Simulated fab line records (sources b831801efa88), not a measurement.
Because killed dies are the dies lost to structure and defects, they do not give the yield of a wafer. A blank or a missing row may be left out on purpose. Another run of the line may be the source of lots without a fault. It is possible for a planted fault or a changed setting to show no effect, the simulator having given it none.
Chamber matching :: flow gf180mcu :: GF_V3_CMP_26 on cmp-02 has 4 sister chambers
The step polishes, stops on SiO2, t overpolish 15 s, target thk 0 nm. 4 wafers are shown with their chamber, then 7 later ones without.

## WAFERS PAIRED WITH THEIR CHAMBERS
wafer: L431.3
chamber: 0
motorCurrentA (A): 12.8

wafer: L431.6
chamber: 1
motorCurrentA (A): 11.9

wafer: L433.3
chamber: 3
motorCurrentA (A): 11.2

wafer: L433.5
chamber: 2
motorCurrentA (A): 10.4

## WAFERS WITH NO CHAMBER GIVEN
wafer: L438.1
motorCurrentA (A): 10.9

wafer: L445.1
motorCurrentA (A): 10.6

wafer: L445.2
motorCurrentA (A): 11.5

wafer: L445.5
motorCurrentA (A): 11.4

wafer: L447.1
motorCurrentA (A): 13.0

wafer: L447.3
motorCurrentA (A): 11.1

wafer: L447.5
motorCurrentA (A): 10.7

## CHAMBER TAKEN BY EACH
wafer: L438.1
from the rows above: can't be placed: 3 or 2
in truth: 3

wafer: L445.1
from the rows above: can't be placed: 2 or 3
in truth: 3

wafer: L445.2
from the rows above: can't be placed: 3 or 1
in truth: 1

wafer: L445.5
from the rows above: can't be placed: 3 or 1
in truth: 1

wafer: L447.1
from the rows above: 0
in truth: 0

wafer: L447.3
from the rows above: 3
in truth: 3

wafer: L447.5
from the rows above: can't be placed: 2 or 3
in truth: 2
Placed correctly: 2 of 7. Cannot be placed on the basis of these rows: 5; the candidates contain the true chamber in 5. 0 placed wrongly.
How it was worked out, from the rows above alone: a wafer's distance from a chamber is the root of the sum, over the readings, of the square of ((its reading less the chamber's mean) divided by the reading's scatter). The wafer belongs to the nearest chamber; if the next one is less than 2 further off, it can't be placed. The mean given for a chamber averages the wafers shown for that chamber. The scatter (one wafer shown for each chamber): square how far every hidden wafer sits from the nearest shown wafer, average those squares and take the square root.
